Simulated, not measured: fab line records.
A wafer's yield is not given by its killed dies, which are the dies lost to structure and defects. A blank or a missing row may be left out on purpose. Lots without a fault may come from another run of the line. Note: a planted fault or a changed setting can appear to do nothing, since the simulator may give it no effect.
fab line records + flow sky130
record:
- lots: 12
- wafers: 36
- last_day: 50
route steps=708 shown LDD_N@246 POLY_CUT@318 LOCAL_INTERCONNECT@401
lots with no fault: from the same line, run without faults
start_h: hours from the record's first day to the start of the lot's first wafer shown + wait_h: hours since the lot's step before + " repeats the value in the row above + L1.1+2: a row that stands for several wafers + - value missing, or start not given + * or withheld: withheld + < > ~ a bound
route shown NAME@n: a module of which the file shows steps, and the number in the route of the first + usual: average and standard deviation across the fault-free wafers + same: alike in all rows + chamber/n: place in a boat + sites: each site's reading + _std_site: how widely they spread, as a standard deviation + _edge_site: the outer-site mean with the inner-site mean subtracted + radius_mm: how far each site lies from the wafer's centre + mask NAME#n: copy n + behind: tool/chamber where the wafer was last shaped + hold: why the lot went on hold/how many hours it stayed there/how the hold came to an end + device: whichever transistor did not switch (one of n, p or np) + end of line: tests of these same wafers at the route's end + a step with no rows: only its recipe + killed: count of dies lost to structure and defects at first sort (not the wafer's yield) + map: the dies of a wafer, with x for killed, . for not killed, _ for no die there
set.NAME: the setting as run; set.NAME@STEP: as run at that earlier step + model.NAME: the simulator's own value behind a step, which no gauge read
a sample of lots followed through the steps of the route, with each step as a table and each wafer as a row
services: from which hour (start_h, from the record's first day; less than 0 if before it) a tool's chamber was out of use, for how many hours, and why
== steps ==
step: SKY_LDD_N_IMPLANT_09
recipe:
- species: As
- energy_kev: 20
- dose_cm2: 7.5e+13
- tilt_deg: withheld
- rotation_deg: 113
usual:
- dose_ions_cm2: 7.5e+13/8.2e+10
- faraday_current_uA: 424/8.6
| lot.wafer | tool         | chamber | start_h | wait_h | dose_ions_cm2 | faraday_current_uA |
|-----------|--------------|---------|---------|--------|---------------|--------------------|
| L213.3    | implanter-03 | 0       | 392.90  | 0.1    | 7.494e+13     | 419                |
| L213.4    | "            | 0       | "       | "      | 7.489e+13     | 451                |
| L213.5    | "            | 0       | "       | "      | 7.494e+13     | 419                |
| L214.4    | implanter-01 | 0       | 415.43  | 0.1    | 7.5e+13       | 433                |
| L214.5    | "            | 0       | "       | "      | 7.493e+13     | 426                |
| L214.6    | "            | 0       | "       | "      | 7.492e+13     | 431                |
| L216.3    | implanter-03 | 0       | 433.99  | 0.1    | 6.81e+13      | 386                |
| L216.5    | "            | 0       | "       | "      | 6.798e+13     | 377                |
| L216.6    | "            | 0       | "       | "      | 6.804e+13     | 391                |
| L217.1    | implanter-01 | 0       | 434.10  | 0.1    | 7.505e+13     | 426                |
| L217.4    | "            | 0       | "       | "      | 7.506e+13     | 421                |
| L217.5    | "            | 0       | "       | "      | 7.499e+13     | 428                |
| L218.1    | implanter-03 | 0       | 455.15  | 0.1    | 6.781e+13     | 392                |
| L218.3    | "            | 0       | "       | "      | 6.782e+13     | 383                |
| L218.5    | "            | 0       | "       | "      | 6.793e+13     | 377                |
| L219.2    | implanter-02 | 0       | 461.17  | 0.1    | 7.503e+13     | 425                |
| L219.3    | "            | 0       | "       | "      | 7.507e+13     | 421                |
| L219.6    | "            | 0       | "       | "      | 7.509e+13     | 436                |
| L226.2    | implanter-01 | 0       | 523.02  | 0.1    | 7.491e+13     | 402                |
| L226.3    | "            | 0       | "       | "      | 7.512e+13     | 435                |
| L226.5    | "            | 0       | "       | "      | 7.504e+13     | 419                |
| L228.2    | implanter-03 | 0       | 539.52  | 0.1    | 7.501e+13     | 425                |
| L228.4    | "            | 0       | "       | "      | 7.504e+13     | 423                |
| L228.5    | "            | 0       | "       | "      | 7.5e+13       | 433                |
| L230.1    | implanter-02 | 0       | 557.94  | 0.1    | 7.485e+13     | 436                |
| L230.2    | "            | 0       | "       | "      | 7.49e+13      | 431                |
| L230.3    | "            | 0       | "       | "      | 7.502e+13     | 424                |
| L232.1    | implanter-03 | 0       | 570.55  | 0.1    | 7.491e+13     | 410                |
| L232.2    | "            | 0       | "       | "      | 7.492e+13     | 432                |
| L232.5    | "            | 0       | "       | "      | 7.513e+13     | 422                |
| L234.2    | implanter-03 | 0       | 582.12  | 0.1    | 7.505e+13     | 414                |
| L234.3    | "            | 0       | "       | "      | 7.489e+13     | 427                |
| L234.5    | "            | 0       | "       | "      | 7.506e+13     | 430                |
| L236.1    | implanter-03 | 0       | 606.10  | 0.1    | 7.501e+13     | 424                |
| L236.5    | "            | 0       | "       | "      | 7.502e+13     | 432                |
| L236.6    | "            | 0       | "       | "      | 7.488e+13     | 430                |
step: SKY_POLY_CUT_ETCH_11
recipe:
- target: Si3N4
- chemistry: CF4/CH2F2/Ar
- stop_on: poly-Si
- source_w: 593.1
- bias_w: 150
- pressure_mtorr: 40
- cf4_flow_sccm: 40
- ch2f2_flow_sccm: 20
- Ar_flow_sccm: 150
- time_s: 42.5
- target_depth_a: 600
usual:
- drypump_motor_current_A: 5.6/0.39
- oes_product_au: 0.830/0.0058
- throttle_valve_pct: 14.995/0.0089
same:
- time_s: 42.5
| lot.wafer | tool        | chamber | start_h | wait_h | drypump_motor_current_A | oes_product_au | rf_hours_counter_h | throttle_valve_pct |
|-----------|-------------|---------|---------|--------|-------------------------|----------------|--------------------|--------------------|
| L213.3    | rie_diel-01 | 0       | 550.97  | 0.0    | 5.6                     | 0.840          | 41                 | 15.003             |
| L213.4    | "           | 3       | "       | "      | 5.6                     | 0.834          | 39                 | 14.974             |
| L213.5    | "           | 0       | "       | "      | 5.6                     | 0.837          | -                  | 15.003             |
| L214.4    | rie_diel-02 | 2       | 572.26  | 0.0    | 5.9                     | 0.829          | 43                 | 14.994             |
| L214.5    | "           | 0       | "       | "      | 6.8                     | 0.831          | -                  | 14.991             |
| L214.6    | "           | 1       | "       | "      | 6.3                     | 0.834          | -                  | 14.989             |
| L216.3    | rie_diel-01 | 3       | 591.31  | 0.0    | 5.6                     | 0.843          | 40                 | 14.992             |
| L216.5    | "           | 1       | "       | "      | 5.6                     | 0.834          | -                  | 14.995             |
| L216.6    | "           | 0       | "       | "      | 5.5                     | 0.826          | -                  | 14.997             |
| L217.1    | rie_diel-03 | 0       | 592.32  | 0.0    | 6.0                     | 0.837          | 4                  | 14.991             |
| L217.4    | "           | 3       | "       | "      | 5.5                     | 0.843          | 0                  | 14.977             |
| L217.5    | "           | 0       | "       | "      | 6.0                     | 0.841          | -                  | 15.012             |
| L218.1    | rie_diel-03 | 1       | 610.36  | 0.0    | 5.0                     | 0.827          | 2                  | 15.001             |
| L218.3    | "           | 0       | "       | "      | 6.0                     | 0.823          | 4                  | 14.997             |
| L218.5    | "           | 3       | "       | "      | 5.5                     | 0.827          | -                  | 15.003             |
| L219.2    | rie_diel-01 | 3       | 613.11  | 0.0    | 5.6                     | 0.830          | 41                 | 14.995             |
| L219.3    | "           | 1       | "       | "      | 5.7                     | 0.827          | 4                  | 14.993             |
| L219.6    | "           | 3       | "       | "      | 5.6                     | 0.827          | -                  | 15.000             |
| L226.2    | rie_diel-03 | 3       | 669.31  | 0.0    | 5.5                     | 0.824          | 2                  | 14.994             |
| L226.3    | "           | 1       | "       | "      | 5.0                     | 0.821          | 3                  | 14.985             |
| L226.5    | "           | 2       | "       | "      | 5.4                     | 0.834          | -                  | 14.993             |
| L228.2    | rie_diel-03 | 1       | 687.52  | 0.0    | 5.0                     | 0.836          | 3                  | 15.006             |
| L228.4    | "           | 2       | "       | "      | 5.4                     | 0.832          | 5                  | 14.985             |
| L228.5    | "           | 2       | "       | "      | 5.4                     | 0.825          | -                  | 14.993             |
| L230.1    | rie_diel-02 | 2       | 705.66  | 0.0    | 5.8                     | 0.826          | 46                 | 14.995             |
| L230.2    | "           | 0       | "       | "      | 6.8                     | 0.826          | 2                  | 14.991             |
| L230.3    | "           | 1       | "       | "      | 6.3                     | 0.830          | 7                  | 14.997             |
| L232.1    | rie_diel-02 | 2       | 715.61  | 0.0    | 5.8                     | 0.829          | 47                 | 14.987             |
| L232.2    | "           | 1       | "       | "      | 6.3                     | 0.835          | 7                  | 15.000             |
| L232.5    | "           | 0       | "       | "      | 6.8                     | 0.840          | -                  | 15.010             |
| L234.2    | rie_diel-01 | 1       | 727.17  | 0.0    | 5.7                     | 0.833          | 8                  | 14.998             |
| L234.3    | "           | 3       | "       | "      | 5.6                     | 0.827          | 43                 | 15.003             |
| L234.5    | "           | 0       | "       | "      | 5.6                     | 0.831          | -                  | 15.007             |
| L236.1    | rie_diel-03 | 3       | 747.46  | 0.0    | 5.5                     | 0.824          | 3                  | 14.988             |
| L236.5    | "           | 2       | "       | "      | 5.4                     | 0.826          | -                  | 14.980             |
| L236.6    | "           | 3       | "       | "      | 5.5                     | 0.831          | -                  | 14.994             |
step: SKY_LOCAL_INTERCONNECT_METAL_ETCH_14
recipe:
- target_depth_nm: 110
- stop_on: PSG
- chemistry: Cl2/BCl3
- target: TiN
- resist_sidewall_deg: 88
- pressure_mtorr: 10
- icp_w: 900
- bias_w: 48.5
- Cl2_flow_sccm: 60
- bcl3_flow_sccm: 30
- time_s: 31.4
usual:
- drypump_motor_current_A: 5.5/0.44
- mfc_cl2_sccm: 60.01/0.19
- oes_product_au: 0.944/0.0094
- throttle_valve_pct: 21.898/0.01
same:
- time_s: 31.4
| lot.wafer | tool         | chamber | start_h | wait_h | drypump_motor_current_A | mfc_cl2_sccm | oes_product_au | rf_hours_counter_h | throttle_valve_pct |
|-----------|--------------|---------|---------|--------|-------------------------|--------------|----------------|--------------------|--------------------|
| L213.3    | rie_metal-01 | 1       | 699.55  | 0.0    | 5.1                     | 59.86        | 0.942          | -                  | 21.896             |
| L213.4    | "            | 0       | "       | "      | 5.6                     | 60.16        | 0.945          | -                  | 21.900             |
| L213.5    | "            | 1       | "       | "      | 5.2                     | 59.98        | 0.945          | -                  | 21.900             |
| L214.4    | rie_metal-04 | 1       | 716.95  | 0.0    | 5.2                     | 60.24        | 0.943          | -                  | 21.904             |
| L214.5    | "            | 0       | "       | "      | 5.6                     | 60.18        | 0.944          | -                  | 21.894             |
| L214.6    | "            | 1       | "       | "      | 5.2                     | 60.05        | 0.952          | -                  | 21.903             |
| L216.3    | rie_metal-02 | 1       | 735.69  | 0.0    | 5.0                     | 60.07        | 0.937          | -                  | 21.911             |
| L216.5    | "            | 0       | "       | "      | 6.3                     | 60.20        | 0.944          | -                  | 21.899             |
| L216.6    | "            | 1       | "       | "      | 5.0                     | 59.99        | 0.945          | -                  | 21.894             |
| L217.1    | rie_metal-04 | 1       | 736.62  | 0.0    | 5.2                     | 59.84        | 0.955          | 12                 | 21.902             |
| L217.4    | "            | 1       | "       | "      | 5.2                     | 59.97        | 0.952          | -                  | 21.915             |
| L217.5    | "            | 1       | "       | "      | 5.2                     | 59.94        | 0.940          | -                  | 21.902             |
| L218.1    | rie_metal-01 | 0       | 751.12  | 0.0    | 5.5                     | 59.91        | 0.946          | 1                  | 21.894             |
| L218.3    | "            | 1       | "       | "      | 5.1                     | 59.87        | 0.941          | -                  | 21.908             |
| L218.5    | "            | 0       | "       | "      | 5.6                     | 59.84        | 0.950          | -                  | 21.908             |
| L219.2    | rie_metal-01 | 1       | 754.82  | 0.0    | 5.1                     | 60.03        | 0.951          | 10                 | 21.891             |
| L219.3    | "            | 1       | "       | "      | 5.1                     | 59.79        | 0.950          | -                  | 21.894             |
| L219.6    | "            | 0       | "       | "      | 5.6                     | 60.13        | 0.946          | -                  | 21.887             |
| L226.2    | rie_metal-02 | 0       | 806.33  | 0.0    | 6.3                     | 59.92        | 0.946          | 15                 | 21.909             |
| L226.3    | "            | 1       | "       | "      | 5.0                     | 60.16        | 0.951          | -                  | 21.897             |
| L226.5    | "            | 0       | "       | "      | 6.3                     | 59.80        | 0.945          | -                  | 21.901             |
| L228.2    | rie_metal-04 | 1       | 825.28  | 0.0    | 5.2                     | 59.94        | 0.932          | 16                 | 21.917             |
| L228.4    | "            | 0       | "       | "      | 5.6                     | 60.12        | 0.927          | -                  | 21.901             |
| L228.5    | "            | 1       | "       | "      | 5.2                     | 60.26        | 0.936          | -                  | 21.903             |
| L230.1    | rie_metal-02 | 0       | 842.04  | 0.1    | 6.3                     | 60.01        | 0.938          | 16                 | 21.905             |
| L230.2    | "            | 0       | "       | "      | 6.3                     | 59.96        | 0.940          | -                  | 21.894             |
| L230.3    | "            | 0       | "       | "      | 6.3                     | 59.83        | 0.937          | -                  | 21.901             |
| L232.1    | rie_metal-02 | 1       | 852.50  | 0.0    | 5.0                     | 60.04        | 0.954          | 0                  | 21.886             |
| L232.2    | "            | 0       | "       | "      | 6.3                     | 60.44        | 0.954          | 17                 | 21.908             |
| L232.5    | "            | 0       | "       | "      | 6.3                     | 59.70        | 0.953          | -                  | 21.900             |
| L234.2    | rie_metal-04 | 0       | 863.92  | 0.0    | 5.6                     | 59.72        | 0.921          | 17                 | 21.925             |
| L234.3    | "            | 0       | "       | "      | 5.6                     | 59.67        | 0.941          | -                  | 21.907             |
| L234.5    | "            | 0       | "       | "      | 5.6                     | 59.85        | 0.935          | -                  | 21.893             |
| L236.1    | rie_metal-04 | 0       | 883.10  | 0.1    | 5.6                     | 60.33        | 0.943          | 18                 | 21.883             |
| L236.5    | "            | 0       | "       | "      | 5.6                     | 60.16        | 0.939          | -                  | 21.901             |
| L236.6    | "            | 0       | "       | "      | 5.6                     | 60.50        | 0.952          | -                  | 21.892             |
step: SKY_LOCAL_INTERCONNECT_STRIP_15
recipe:
- chemistry: O2/N2
- power_w: 1400
- pressure_mtorr: 1500
- platen_temp_c: withheld
- o2_flow_sccm: 3000
- n2_flow_sccm: 300
- overash_fraction: 0.5
usual:
- drypump_motor_current_A: 5.5/0.55
- oes_product_au: 0.428/0.0049
- strip_time_to_endpoint_s: 4.744/0.023
| lot.wafer | tool            | chamber | start_h | wait_h | drypump_motor_current_A | oes_product_au | rf_hours_counter_h | strip_time_to_endpoint_s |
|-----------|-----------------|---------|---------|--------|-------------------------|----------------|--------------------|--------------------------|
| L213.3    | plasma_asher-02 | 1       | 699.62  | 0.1    | 6.7                     | 0.421          | -                  | 4.735                    |
| L213.4    | "               | 0       | "       | "      | 5.5                     | 0.436          | -                  | 4.774                    |
| L213.5    | "               | 1       | "       | "      | 6.7                     | 0.424          | -                  | 4.728                    |
| L214.4    | plasma_asher-02 | 1       | 717.02  | 0.1    | 6.7                     | 0.434          | -                  | 4.760                    |
| L214.5    | "               | 1       | "       | "      | 6.7                     | 0.422          | -                  | 4.725                    |
| L214.6    | "               | 0       | "       | "      | 5.5                     | 0.430          | -                  | 4.760                    |
| L216.3    | plasma_asher-03 | 0       | 735.76  | 0.1    | 5.1                     | 0.423          | -                  | 4.791                    |
| L216.5    | "               | 1       | "       | "      | 5.5                     | 0.420          | -                  | 4.749                    |
| L216.6    | "               | 0       | "       | "      | 5.1                     | 0.433          | -                  | 4.791                    |
| L217.1    | plasma_asher-03 | 0       | 736.67  | 0.0    | 5.0                     | 0.438          | 28                 | 4.776                    |
| L217.4    | "               | 1       | "       | "      | 5.5                     | 0.422          | -                  | 4.781                    |
| L217.5    | "               | 1       | "       | "      | 5.5                     | 0.429          | -                  | 4.782                    |
| L218.1    | plasma_asher-03 | 1       | 751.17  | 0.0    | 5.5                     | 0.423          | 29                 | 4.734                    |
| L218.3    | "               | 0       | "       | "      | 5.1                     | 0.428          | -                  | 4.692                    |
| L218.5    | "               | 0       | "       | "      | 5.1                     | 0.423          | -                  | 4.741                    |
| L219.2    | plasma_asher-03 | 0       | 754.87  | 0.0    | 5.0                     | 0.437          | 30                 | 4.759                    |
| L219.3    | "               | 1       | "       | "      | 5.5                     | 0.430          | -                  | 4.721                    |
| L219.6    | "               | 0       | "       | "      | 5.1                     | 0.430          | -                  | 4.763                    |
| L226.2    | plasma_asher-01 | 1       | 806.38  | 0.0    | 5.0                     | 0.432          | 102                | 4.763                    |
| L226.3    | "               | 1       | "       | "      | 5.0                     | 0.423          | -                  | 4.778                    |
| L226.5    | "               | 1       | "       | "      | 5.0                     | 0.419          | -                  | 4.738                    |
| L228.2    | plasma_asher-03 | 1       | 825.33  | 0.0    | 5.5                     | 0.428          | 37                 | 4.759                    |
| L228.4    | "               | 1       | "       | "      | 5.5                     | 0.426          | -                  | 4.725                    |
| L228.5    | "               | 1       | "       | "      | 5.5                     | 0.429          | -                  | 4.741                    |
| L230.1    | plasma_asher-03 | 0       | 842.14  | 0.1    | 5.1                     | 0.424          | 39                 | 4.724                    |
| L230.2    | "               | 1       | "       | "      | 5.5                     | 0.426          | 39                 | 4.734                    |
| L230.3    | "               | 0       | "       | "      | 5.1                     | 0.429          | -                  | 4.721                    |
| L232.1    | plasma_asher-03 | 0       | 852.55  | 0.0    | 5.1                     | 0.427          | 39                 | 4.759                    |
| L232.2    | "               | 1       | "       | "      | 5.5                     | 0.428          | 39                 | 4.710                    |
| L232.5    | "               | 1       | "       | "      | 5.5                     | 0.428          | -                  | 4.721                    |
| L234.2    | plasma_asher-01 | 0       | 863.98  | 0.0    | 5.4                     | 0.431          | 106                | 4.748                    |
| L234.3    | "               | 0       | "       | "      | 5.4                     | 0.417          | -                  | 4.752                    |
| L234.5    | "               | 1       | "       | "      | 5.0                     | 0.428          | -                  | 4.734                    |
| L236.1    | plasma_asher-02 | 0       | 883.20  | 0.1    | 5.5                     | 0.434          | 14                 | 4.757                    |
| L236.5    | "               | 0       | "       | "      | 5.5                     | 0.425          | -                  | 4.751                    |
| L236.6    | "               | 1       | "       | "      | 6.7                     | 0.432          | -                  | 4.745                    |
== services ==
| tool            | chamber | start_h | hours | kind   |
|-----------------|---------|---------|-------|--------|
| implanter-03    | -       | 383.46  | 5.6   | pm     |
| rie_diel-03     | 2       | 416.02  | 10.8  | repair |
| plasma_asher-03 | -       | 421.25  | 9.0   | pm     |
| rie_diel-03     | 1       | 458.29  | 2.5   | repair |
| implanter-03    | -       | 467.03  | 2.9   | repair |
| implanter-03    | -       | 467.85  | 12.9  | repair |
| rie_diel-03     | -       | 467.92  | 2.8   | pm     |
| implanter-03    | -       | 480.49  | 2.9   | repair |
| implanter-03    | -       | 508.97  | 2.8   | repair |
| rie_metal-04    | -       | 521.54  | 2.8   | pm     |
| rie_diel-03     | -       | 577.24  | 0.5   | repair |
| rie_diel-03     | 1       | 614.17  | 24.2  | repair |
| rie_metal-04    | 0       | 628.35  | 6.3   | repair |
| rie_diel-03     | 1       | 639.47  | 10.1  | repair |
| plasma_asher-03 | -       | 673.77  | 28.1  | pm     |
| implanter-03    | -       | 696.08  | 3.7   | repair |
| implanter-03    | -       | 699.76  | 2.9   | pm     |
| rie_diel-03     | 0       | 707.39  | 6.2   | repair |
| rie_diel-03     | 3       | 716.67  | 3.8   | repair |
| rie_diel-03     | 0       | 744.74  | 3.4   | repair |
| rie_diel-03     | 0       | 753.20  | 2.8   | repair |
| rie_diel-03     | -       | 770.86  | 0.6   | repair |
| rie_diel-03     | 3       | 783.68  | 11.3  | repair |
| plasma_asher-03 | -       | 844.01  | 4.3   | pm     |
== key ==
first_sign:
- step: SKY_LDD_N_IMPLANT_09
- reading: dose_ions_cm2
- direction: down
- sigmas: 86
- usual: *
- struck: *
effect:
- step: SKY_LDD_N_IMPLANT_09
- reading: faraday_current_uA
- direction: down
- sigmas: 4.6
- usual: 424
- struck: 384
met_at SKY_LDD_N_IMPLANT_09
struck_lots L216,L218
tester_left_out L216,L218
not_acting_at SKY_POLY_CUT_ETCH_11,SKY_LOCAL_INTERCONNECT_METAL_ETCH_14,SKY_LOCAL_INTERCONNECT_STRIP_15
onset_between 392.90 433.99
fault:
- kind: process_parameter_drift
- tool: implanter-03
- chamber: -
- onset_h: 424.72
- steps: SKY_LDD_N_IMPLANT_09
- channel: dose_cm2
- offset: *
- shape: step
- end_h: 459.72
- acts_in: *
- stated: *
tester_left_out: of these lots the tester's yield and bins aren't shown, on N5 and GAA mostly nor the transistor test; their killed dies are dies lost to structure and defects alone, not to doping, threshold or leakage, so they don't give the yield
